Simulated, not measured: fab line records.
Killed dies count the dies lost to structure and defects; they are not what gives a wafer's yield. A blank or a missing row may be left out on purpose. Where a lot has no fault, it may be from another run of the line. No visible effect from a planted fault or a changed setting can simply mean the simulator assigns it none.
fab line records + flow sky130
[record]
- lots = 15
- wafers = 45
- last-day = 50
route steps=708 shown DNWELL@41 VT_ADJUST_HVTP@92 VT_ADJUST_NCORE@130
lots untouched by any fault: they come from a run of this same line in which no faults occurred
start-h: start of the lot's first displayed wafer, in hours after the record's first day + wait-h: hours from the lot's prior step to this one + " same as the row above + L1.1+2: a row that stands for several wafers + - no value, or no start was given + * or withheld: withheld + < > ~ a bound
route shown NAME@n: names a module that has steps shown in the file, with the first one's number in the route + usual: mean/standard deviation taken from wafers without a fault + same: alike in all rows + chamber/n: place in a boat + sites: the reading at each site + _std_site: standard deviation of those values + _edge_site: mean of outer sites minus mean of inner sites + radius-mm: for every site, how far away it sits from the centre of the wafer + mask NAME#n: copy n + behind: tool/chamber where the wafer was last shaped + hold: reason for holding the lot/hours on hold/outcome of the hold + device: the n, p or np transistor that did not switch + end of line: the tests these same wafers got at the end of their route + where a step has no rows: the recipe by itself + killed: the dies lost at the first sort to structure and to defects; this is not the yield of the wafer + map: a wafer's dies, x killed, . not, _ none there
set.NAME: the setting as run; set.NAME@STEP: as run at that earlier step + model.NAME: the simulator's own value behind a step, which no gauge read
route steps across a sampled set of lots; one table per step, one row per wafer
services: a tool's chamber out of use, with start hour (start-h, from the record's first day; less than 0 if before it), hours out, and reason
[[steps]]
[step SKY_DNWELL_DEVELOP_06]
[recipe]
- wall-angle-deg = 90
- developer = TMAH
- develop-time-s = 60
- dev-temp-c = 23
[usual]
- chill-plate-temp-C = 23.01/0.12
- develop-time-s = 60/0
| lot.wafer | tool           | chamber | start-h | wait-h | chill-plate-temp-C | develop-time-s |
|-----------|----------------|---------|---------|--------|--------------------|----------------|
| L810.3    | litho-track-03 | 0       | 54      | -      | 22.94              | 60             |
| L810.5    | "              | 0       | "       | "      | 22.97              | 60             |
| L810.6    | "              | 0       | "       | "      | 23.01              | 60             |
| L811.1    | litho-track-02 | 0       | 62      | -      | 23.04              | 60             |
| L811.2    | "              | 0       | "       | "      | 23.06              | 60             |
| L811.5    | "              | 0       | "       | "      | 23.03              | 60             |
| L813.1    | litho-track-03 | 0       | 69      | -      | 23.00              | 60             |
| L813.4    | "              | 0       | "       | "      | 22.97              | 60             |
| L813.5    | "              | 0       | "       | "      | 23.09              | 60             |
| L815.1    | litho-track-02 | 0       | 78      | -      | 22.89              | 60             |
| L815.2    | "              | 0       | "       | "      | 22.83              | 60             |
| L815.6    | "              | 0       | "       | "      | 22.92              | 60             |
| L818.3    | litho-track-02 | 0       | 95      | -      | 22.72              | 60             |
| L818.5    | "              | 0       | "       | "      | 22.92              | 60             |
| L818.6    | "              | 0       | "       | "      | 22.83              | 60             |
| L820.2    | litho-track-02 | 0       | 106     | -      | 23.09              | 60             |
| L820.4    | "              | 0       | "       | "      | 22.99              | 60             |
| L820.6    | "              | 0       | "       | "      | 22.94              | 60             |
| L821.1    | litho-track-03 | 0       | 110     | -      | 22.94              | 60             |
| L821.2    | "              | 0       | "       | "      | 22.97              | 60             |
| L821.3    | "              | 0       | "       | "      | 22.85              | 60             |
| L822.3    | litho-track-03 | -       | 117     | -      | -                  | -              |
| L822.4    | "              | -       | "       | "      | -                  | -              |
| L822.6    | "              | -       | "       | "      | -                  | -              |
| L823.1    | litho-track-02 | -       | 120     | -      | -                  | -              |
| L823.3    | "              | -       | "       | "      | -                  | -              |
| L823.4    | "              | -       | "       | "      | -                  | -              |
| L824.1    | litho-track-03 | -       | 132     | -      | -                  | -              |
| L824.2    | "              | -       | "       | "      | -                  | -              |
| L824.5    | "              | -       | "       | "      | -                  | -              |
| L825.1    | litho-track-03 | 0       | 136     | -      | 23.12              | 60             |
| L825.4    | "              | 0       | "       | "      | 22.96              | 60             |
| L825.6    | "              | 0       | "       | "      | 22.99              | 60             |
| L829.1    | litho-track-03 | 0       | 156     | -      | 22.79              | 60             |
| L829.2    | "              | 0       | "       | "      | 23.01              | 60             |
| L829.4    | "              | 0       | "       | "      | 23.00              | 60             |
| L830.2    | litho-track-02 | 0       | 163     | -      | 22.81              | 60             |
| L830.3    | "              | 0       | "       | "      | 23.05              | 60             |
| L830.4    | "              | 0       | "       | "      | 22.84              | 60             |
| L832.3    | litho-track-02 | 0       | 180     | -      | 23.19              | 60             |
| L832.4    | "              | 0       | "       | "      | 23.05              | 60             |
| L832.5    | "              | 0       | "       | "      | 22.77              | 60             |
| L833.2    | litho-track-02 | 0       | 180     | -      | 23.05              | 60             |
| L833.3    | "              | 0       | "       | "      | 23.18              | 60             |
| L833.4    | "              | 0       | "       | "      | 23.12              | 60             |
[step SKY_DNWELL_TW_MEAS_09]
[usual]
- DNWELL_TW = 1122/7.2
| lot.wafer | tool          | chamber | start-h | wait-h | DNWELL_TW |
|-----------|---------------|---------|---------|--------|-----------|
| L810.3    | film-metro-04 | -       | 54.42   | 0.1    | 1125      |
| L810.5    | "             | -       | "       | "      | 1134      |
| L810.6    | "             | -       | "       | "      | 1125      |
| L811.1    | film-metro-03 | -       | 62.71   | 0.1    | 1116      |
| L811.2    | "             | -       | "       | "      | 1118      |
| L811.5    | "             | -       | "       | "      | 1118      |
| L813.1    | film-metro-01 | -       | 69.80   | 0.1    | 1134      |
| L813.4    | "             | -       | "       | "      | 1136      |
| L813.5    | "             | -       | "       | "      | 1139      |
| L815.1    | film-metro-04 | -       | 79.26   | 0.1    | 1121      |
| L815.2    | "             | -       | "       | "      | 1112      |
| L815.6    | "             | -       | "       | "      | 1122      |
| L818.3    | film-metro-04 | -       | 95.83   | 0.1    | 1121      |
| L818.5    | "             | -       | "       | "      | 1119      |
| L818.6    | "             | -       | "       | "      | 1115      |
| L820.2    | film-metro-03 | -       | 107.07  | 0.1    | 1120      |
| L820.4    | "             | -       | "       | "      | 1107      |
| L820.6    | "             | -       | "       | "      | 1118      |
| L821.1    | film-metro-01 | -       | 110.60  | 0.1    | 1127      |
| L821.2    | "             | -       | "       | "      | 1122      |
| L821.3    | "             | -       | "       | "      | 1126      |
| L822.3    | film-metro-03 | -       | 117.72  | 0.1    | 30        |
| L822.4    | "             | -       | "       | "      | 30        |
| L822.6    | "             | -       | "       | "      | 30        |
| L823.1    | film-metro-01 | -       | 120.76  | 0.1    | 30        |
| L823.3    | "             | -       | "       | "      | 30        |
| L823.4    | "             | -       | "       | "      | 30        |
| L824.1    | film-metro-03 | -       | 132.85  | 0.1    | 30        |
| L824.2    | "             | -       | "       | "      | 30        |
| L824.5    | "             | -       | "       | "      | 30        |
| L825.1    | film-metro-01 | -       | 136.85  | 0.1    | 1122      |
| L825.4    | "             | -       | "       | "      | 1127      |
| L825.6    | "             | -       | "       | "      | 1138      |
| L829.1    | film-metro-04 | -       | 156.89  | 0.1    | 1112      |
| L829.2    | "             | -       | "       | "      | 1112      |
| L829.4    | "             | -       | "       | "      | 1118      |
| L830.2    | film-metro-01 | -       | 164.02  | 0.1    | 1132      |
| L830.3    | "             | -       | "       | "      | 1125      |
| L830.4    | "             | -       | "       | "      | 1129      |
| L832.3    | film-metro-01 | -       | 180.38  | 0.1    | 1127      |
| L832.4    | "             | -       | "       | "      | 1125      |
| L832.5    | "             | -       | "       | "      | 1124      |
| L833.2    | film-metro-04 | -       | 180.72  | 0.1    | 1122      |
| L833.3    | "             | -       | "       | "      | 1126      |
| L833.4    | "             | -       | "       | "      | 1123      |
[step SKY_VT_ADJUST_HVTP_CD_MEAS_07]
[recipe]
- target-cd-nm = 380
[usual]
- cd-nm = 380.8/2.8
| lot.wafer | tool      | chamber | start-h | wait-h | cd-nm |
|-----------|-----------|---------|---------|--------|-------|
| L810.3    | cd-sem-02 | -       | 124.14  | 0.1    | 385.7 |
| L810.5    | "         | -       | "       | "      | 384.4 |
| L810.6    | "         | -       | "       | "      | 386.2 |
| L811.1    | cd-sem-01 | -       | 135.43  | 0.1    | 379.9 |
| L811.2    | "         | -       | "       | "      | 380.3 |
| L811.5    | "         | -       | "       | "      | 379.4 |
| L813.1    | cd-sem-01 | -       | 142.38  | 0.1    | 381.2 |
| L813.4    | "         | -       | "       | "      | 383.8 |
| L813.5    | "         | -       | "       | "      | 381.9 |
| L815.1    | cd-sem-02 | -       | 154.55  | 0.1    | 380.5 |
| L815.2    | "         | -       | "       | "      | 379.3 |
| L815.6    | "         | -       | "       | "      | 381.5 |
| L818.3    | cd-sem-01 | -       | 173.59  | 0.1    | 385.7 |
| L818.5    | "         | -       | "       | "      | 385.4 |
| L818.6    | "         | -       | "       | "      | 384.8 |
| L820.2    | cd-sem-02 | -       | 186.07  | 0.1    | 375.5 |
| L820.4    | "         | -       | "       | "      | 377.4 |
| L820.6    | "         | -       | "       | "      | 376.6 |
| L821.1    | cd-sem-02 | -       | 190.72  | 0.1    | 381.8 |
| L821.2    | "         | -       | "       | "      | 383.5 |
| L821.3    | "         | -       | "       | "      | 382.2 |
| L822.3    | cd-sem-01 | -       | 198.64  | 0.1    | 381.7 |
| L822.4    | "         | -       | "       | "      | 379.3 |
| L822.6    | "         | -       | "       | "      | 382.2 |
| L823.1    | cd-sem-01 | -       | 203.00  | 0.1    | 378.6 |
| L823.3    | "         | -       | "       | "      | 376.7 |
| L823.4    | "         | -       | "       | "      | 376.8 |
| L824.1    | cd-sem-02 | -       | 215.47  | 0.1    | 380.3 |
| L824.2    | "         | -       | "       | "      | 383.2 |
| L824.5    | "         | -       | "       | "      | 382.1 |
| L825.1    | cd-sem-01 | -       | 221.55  | 0.1    | 376.5 |
| L825.4    | "         | -       | "       | "      | 376.8 |
| L825.6    | "         | -       | "       | "      | 378.9 |
| L829.1    | cd-sem-01 | -       | 244.48  | 0.1    | 382.5 |
| L829.2    | "         | -       | "       | "      | 379.5 |
| L829.4    | "         | -       | "       | "      | 382.5 |
| L830.2    | cd-sem-02 | -       | 250.99  | 0.1    | 378.9 |
| L830.3    | "         | -       | "       | "      | 381.4 |
| L830.4    | "         | -       | "       | "      | 378.1 |
| L832.3    | cd-sem-02 | -       | 272.34  | 0.1    | 380.9 |
| L832.4    | "         | -       | "       | "      | 379.4 |
| L832.5    | "         | -       | "       | "      | 379.1 |
| L833.2    | cd-sem-01 | -       | 273.52  | 0.1    | 385.7 |
| L833.3    | "         | -       | "       | "      | 385.7 |
| L833.4    | "         | -       | "       | "      | 386.3 |
[step SKY_VT_ADJUST_HVTP_STRIP_10]
[recipe]
- chemistry = O2/N2
- power-w = 1400
- pressure-mtorr = 1500
- platen-temp-c = withheld
- o2-flow-sccm = 3000
- n2-flow-sccm = 300
- overash-fraction = 0.5
[usual]
- drypump-motor-current-A = 5.69/0.29
- oes-product-au = 0.716/0.0048
- strip-time-to-endpoint-s = 14.19/0.047
| lot.wafer | tool            | chamber | start-h | wait-h | drypump-motor-current-A | oes-product-au | rf-hours-counter-h | strip-time-to-endpoint-s |
|-----------|-----------------|---------|---------|--------|-------------------------|----------------|--------------------|--------------------------|
| L810.3    | plasma-asher-01 | 0       | 124.44  | 0.1    | 5.58                    | 0.713          | -                  | 14.18                    |
| L810.5    | "               | 0       | "       | "      | 5.59                    | 0.715          | -                  | 14.21                    |
| L810.6    | "               | 1       | "       | "      | 5.84                    | 0.712          | -                  | 14.16                    |
| L811.1    | plasma-asher-01 | 1       | 135.74  | 0.1    | 5.84                    | 0.719          | 45                 | 14.25                    |
| L811.2    | "               | 0       | "       | "      | 5.59                    | 0.712          | 45                 | 14.24                    |
| L811.5    | "               | 0       | "       | "      | 5.59                    | 0.718          | -                  | 14.24                    |
| L813.1    | plasma-asher-04 | 0       | 142.69  | 0.1    | 6.22                    | 0.725          | 35                 | 14.24                    |
| L813.4    | "               | 0       | "       | "      | 6.22                    | 0.722          | -                  | 14.28                    |
| L813.5    | "               | 0       | "       | "      | 6.22                    | 0.707          | -                  | 14.23                    |
| L815.1    | plasma-asher-04 | 0       | 154.86  | 0.1    | 6.22                    | 0.714          | 36                 | 14.12                    |
| L815.2    | "               | 1       | "       | "      | 5.79                    | 0.727          | 36                 | 14.12                    |
| L815.6    | "               | 1       | "       | "      | 5.80                    | 0.720          | -                  | 14.12                    |
| L818.3    | plasma-asher-04 | 0       | 174.69  | 0.1    | 6.22                    | 0.720          | -                  | 14.16                    |
| L818.5    | "               | 1       | "       | "      | 5.82                    | 0.717          | -                  | 14.14                    |
| L818.6    | "               | 0       | "       | "      | 6.22                    | 0.725          | -                  | 14.18                    |
| L820.2    | plasma-asher-03 | 0       | 186.36  | 0.1    | 5.14                    | 0.717          | 46                 | 14.21                    |
| L820.4    | "               | 1       | "       | "      | 5.68                    | 0.724          | -                  | 14.24                    |
| L820.6    | "               | 0       | "       | "      | 5.14                    | 0.713          | -                  | 14.21                    |
| L821.1    | plasma-asher-01 | 0       | 191.03  | 0.1    | 5.61                    | 0.719          | 50                 | 14.16                    |
| L821.2    | "               | 1       | "       | "      | 5.86                    | 0.713          | 50                 | 14.15                    |
| L821.3    | "               | 1       | "       | "      | 5.85                    | 0.716          | -                  | 14.17                    |
| L822.3    | plasma-asher-01 | 1       | 198.94  | 0.1    | 5.86                    | 0.722          | -                  | 14.20                    |
| L822.4    | "               | 0       | "       | "      | 5.60                    | 0.725          | -                  | 14.18                    |
| L822.6    | "               | 0       | "       | "      | 5.63                    | 0.714          | -                  | 14.19                    |
| L823.1    | plasma-asher-01 | 0       | 203.31  | 0.1    | 5.60                    | 0.721          | 52                 | 14.28                    |
| L823.3    | "               | 1       | "       | "      | 5.81                    | 0.721          | -                  | 14.26                    |
| L823.4    | "               | 0       | "       | "      | 5.61                    | 0.719          | -                  | 14.30                    |
| L824.1    | plasma-asher-01 | 0       | 215.78  | 0.1    | 5.62                    | 0.715          | 53                 | 14.18                    |
| L824.2    | "               | 1       | "       | "      | 5.89                    | 0.714          | 53                 | 14.23                    |
| L824.5    | "               | 0       | "       | "      | 5.60                    | 0.710          | -                  | 14.20                    |
| L825.1    | plasma-asher-04 | 0       | 221.86  | 0.1    | 6.23                    | 0.721          | 42                 | 14.11                    |
| L825.4    | "               | 0       | "       | "      | 6.22                    | 0.716          | -                  | 14.15                    |
| L825.6    | "               | 0       | "       | "      | 6.22                    | 0.718          | -                  | 14.12                    |
| L829.1    | plasma-asher-01 | 0       | 244.81  | 0.1    | 5.60                    | 0.716          | 56                 | 14.13                    |
| L829.2    | "               | 1       | "       | "      | 5.79                    | 0.714          | 56                 | 14.16                    |
| L829.4    | "               | 0       | "       | "      | 5.62                    | 0.715          | -                  | 14.11                    |
| L830.2    | plasma-asher-03 | 1       | 251.28  | 0.1    | 5.71                    | 0.710          | 52                 | 14.27                    |
| L830.3    | "               | 0       | "       | "      | 5.13                    | 0.711          | -                  | 14.19                    |
| L830.4    | "               | 1       | "       | "      | 5.69                    | 0.707          | -                  | 14.24                    |
| L832.3    | plasma-asher-01 | 1       | 272.64  | 0.1    | 5.81                    | 0.716          | -                  | 14.17                    |
| L832.4    | "               | 0       | "       | "      | 5.59                    | 0.715          | -                  | 14.14                    |
| L832.5    | "               | 0       | "       | "      | 5.57                    | 0.711          | -                  | 14.18                    |
| L833.2    | plasma-asher-01 | 1       | 273.81  | 0.1    | 5.84                    | 0.719          | 59                 | 14.21                    |
| L833.3    | "               | 0       | "       | "      | 5.59                    | 0.722          | -                  | 14.19                    |
| L833.4    | "               | 1       | "       | "      | 5.85                    | 0.711          | -                  | 14.18                    |
[step SKY_VT_ADJUST_NCORE_TW_MEAS_11]
[usual]
- VT_ADJUST_NCORE_TW = 220.8/1.8
| lot.wafer | tool          | chamber | start-h | wait-h | VT_ADJUST_NCORE_TW |
|-----------|---------------|---------|---------|--------|--------------------|
| L810.3    | film-metro-01 | -       | 184.05  | 0.1    | 221.4              |
| L810.5    | "             | -       | "       | "      | 222.6              |
| L810.6    | "             | -       | "       | "      | 222.4              |
| L811.1    | film-metro-02 | -       | 196.99  | 0.1    | 218.0              |
| L811.2    | "             | -       | "       | "      | 218.3              |
| L811.5    | "             | -       | "       | "      | 218.8              |
| L813.1    | film-metro-02 | -       | 204.32  | 0.1    | 218.4              |
| L813.4    | "             | -       | "       | "      | 218.7              |
| L813.5    | "             | -       | "       | "      | 218.0              |
| L815.1    | film-metro-03 | -       | 219.28  | 0.1    | 220.4              |
| L815.2    | "             | -       | "       | "      | 219.9              |
| L815.6    | "             | -       | "       | "      | 219.4              |
| L818.3    | film-metro-01 | -       | 239.84  | 0.1    | 223.2              |
| L818.5    | "             | -       | "       | "      | 222.8              |
| L818.6    | "             | -       | "       | "      | 223.2              |
| L820.2    | film-metro-03 | -       | 255.15  | 0.1    | 222.0              |
| L820.4    | "             | -       | "       | "      | 221.8              |
| L820.6    | "             | -       | "       | "      | 221.1              |
| L821.1    | film-metro-01 | -       | 259.72  | 0.1    | 220.9              |
| L821.2    | "             | -       | "       | "      | 220.4              |
| L821.3    | "             | -       | "       | "      | 220.7              |
| L822.3    | film-metro-03 | -       | 266.86  | 0.1    | 220.8              |
| L822.4    | "             | -       | "       | "      | 219.9              |
| L822.6    | "             | -       | "       | "      | 219.6              |
| L823.1    | film-metro-03 | -       | 273.33  | 0.1    | 220.1              |
| L823.3    | "             | -       | "       | "      | 221.3              |
| L823.4    | "             | -       | "       | "      | 221.6              |
| L824.1    | film-metro-01 | -       | 286.19  | 0.1    | 223.0              |
| L824.2    | "             | -       | "       | "      | 222.6              |
| L824.5    | "             | -       | "       | "      | 222.2              |
| L825.1    | film-metro-01 | -       | 292.02  | 0.1    | 220.7              |
| L825.4    | "             | -       | "       | "      | 222.0              |
| L825.6    | "             | -       | "       | "      | 221.4              |
| L829.1    | film-metro-01 | -       | 319.13  | 0.1    | 223.2              |
| L829.2    | "             | -       | "       | "      | 223.1              |
| L829.4    | "             | -       | "       | "      | 223.4              |
| L830.2    | film-metro-01 | -       | 325.75  | 0.1    | 222.3              |
| L830.3    | "             | -       | "       | "      | 223.2              |
| L830.4    | "             | -       | "       | "      | 221.7              |
| L832.3    | film-metro-02 | -       | 348.95  | 0.1    | 221.0              |
| L832.4    | "             | -       | "       | "      | 219.8              |
| L832.5    | "             | -       | "       | "      | 220.2              |
| L833.2    | film-metro-01 | -       | 351.15  | 0.1    | 221.3              |
| L833.3    | "             | -       | "       | "      | 220.6              |
| L833.4    | "             | -       | "       | "      | 221.0              |
[[services]]
| tool            | chamber | start-h | hours | kind   |
|-----------------|---------|---------|-------|--------|
| plasma-asher-03 | -       | 79.33   | 8.1   | repair |
| plasma-asher-03 | -       | 90.41   | 38.8  | repair |
| plasma-asher-01 | -       | 231.80  | 2.8   | pm     |
[[key]]
[first-sign]
- step = SKY_DNWELL_DEVELOP_06
- reading = tool-record
- direction = missing
[effect]
- step = SKY_DNWELL_TW_MEAS_09
- reading = DNWELL_TW
- direction = down
- sigmas = 99+
- usual = 1122
- struck = 30
met-at SKY_DNWELL_DEVELOP_06
struck-lots L822,L823,L824
sort-left-out L822.3,L822.4,L822.6,L823.1,L823.3,L823.4,L824.1,L824.2,L824.5
tester-left-out L822,L823,L824
not-acting-at SKY_VT_ADJUST_HVTP_CD_MEAS_07,SKY_VT_ADJUST_HVTP_STRIP_10,SKY_VT_ADJUST_NCORE_TW_MEAS_11
onset-between 110 117
[fault]
- kind = skipped-step-whole
- tool = litho-track-02,litho-track-03
- chamber = -
- onset-h = 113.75
- steps = SKY_DNWELL_DEVELOP_06
- scope = struck-lots-only
// tester-left-out: of these lots the tester's yield and bins aren't shown, on N5 and GAA mostly nor the transistor test; their killed dies are dies lost to structure and defects alone, not to doping, threshold or leakage, so they don't give the yield
// sort-left-out: the simulated sort isn't trusted on such a fault, so these wafers' sort isn't shown, and their yield isn't known
